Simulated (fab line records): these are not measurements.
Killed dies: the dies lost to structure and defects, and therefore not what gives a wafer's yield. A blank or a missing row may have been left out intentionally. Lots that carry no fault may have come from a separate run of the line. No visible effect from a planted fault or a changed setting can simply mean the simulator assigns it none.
Problem report in the 8D (eight disciplines) form, filled by code / flow sky130 / the parts of the form that need people (team, actions taken, sign-off) are left out

== 1. THE ISSUE ==
Wafers without a fault read 9.99 s, standard deviation 0.21; beam-on-s at SKY_LDD_HVN_IMPLANT_08 reads a mean of 10.86 s on 2 wafers belonging to 2 lots. That is +4.2 standard deviations from the usual mean.
Earliest sighting: wafer L413.2 on implanter-03 at day 24 22:47. Wafers with a number at this step in the record: 40, from 14 lots. By rule, "out" or "out of limits" means more than 4 standard deviations away from the usual mean. The other wafers with a number count as sound.

== 2. WHAT THIS IS AND IS NOT ==
question=which readings at this step | is=beam-on-s | is not=-
question=which lots | is=L413, L414 | is not=L401, L402, L404, L405, L406, L407, L408, L409, L410, L421, L423, L424
question=which wafers of those lots | is=L413.2, L414.2 | is not=L413.5, L414.5
question=read on which tools | is=implanter-03 | is not=implanter-01, implanter-02
question=when | is=from day 24 22:47 | is not=up to then (28 sound wafers); but 10 sound wafers of L414, L421, L423, L424 came after

== 3. WHAT RULES OUT EACH SUSPECT ==
Counting: a tool at a process step up to the reading stays a suspect if it ran every lot that is out. Sound lots after the first of them don't rule it out here, since some wafers of a struck lot are sound.
- implanter-03 at SKY_LDD_HVN_IMPLANT_08: kept. Ran every lot that is out, first one L413 (day 24 22:47); last sound lot up to then L409 (day 24 16:09). Out on those wafers are its own readings of beam-on-s.
Left after counting: implanter-03 at SKY_LDD_HVN_IMPLANT_08.

== 4. THE CAUSE (what the simulator had put in) ==
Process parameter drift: implanter-03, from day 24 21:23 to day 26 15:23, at SKY_LDD_HVN_IMPLANT_08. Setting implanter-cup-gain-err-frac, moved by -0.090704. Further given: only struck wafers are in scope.
After counting, this tool was the only one left.

== 5. THE EFFECT CHAIN, in route order ==
Rows list readings where the struck wafers' mean (over those with a number) sits beyond 3 standard deviations from the usual. Only readings whose record carries a usual standard deviation are examined. hours: median over the lots of the time between each lot's start at the first step of this table that gives one and its start at this step. sigmas: the change, counted in usual standard deviations.
hours=0; step=SKY_LDD_HVN_IMPLANT_08; reading=beam-on-s; usual=9.99 s; on struck wafers=10.86; change=+0.87; sigmas=+4.2
hours=0; step=SKY_LDD_HVN_IMPLANT_08; reading=faraday-current-uA; usual=169; on struck wafers=156; change=-13; sigmas=-3.6
Its process steps:
- SKY_LDD_HVN_IMPLANT_08
At these later measuring or inspecting steps, every struck wafer for which the step has a row has a number for every such reading, and none has moved that far: SKY_LDD_LDN_OVL_MEAS_07.

== 6. WHAT WOULD HAVE CAUGHT IT SOONER ==
In this record the first reading out of limits was taken at day 24 22:47, 1 hour after the fault began at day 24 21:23.
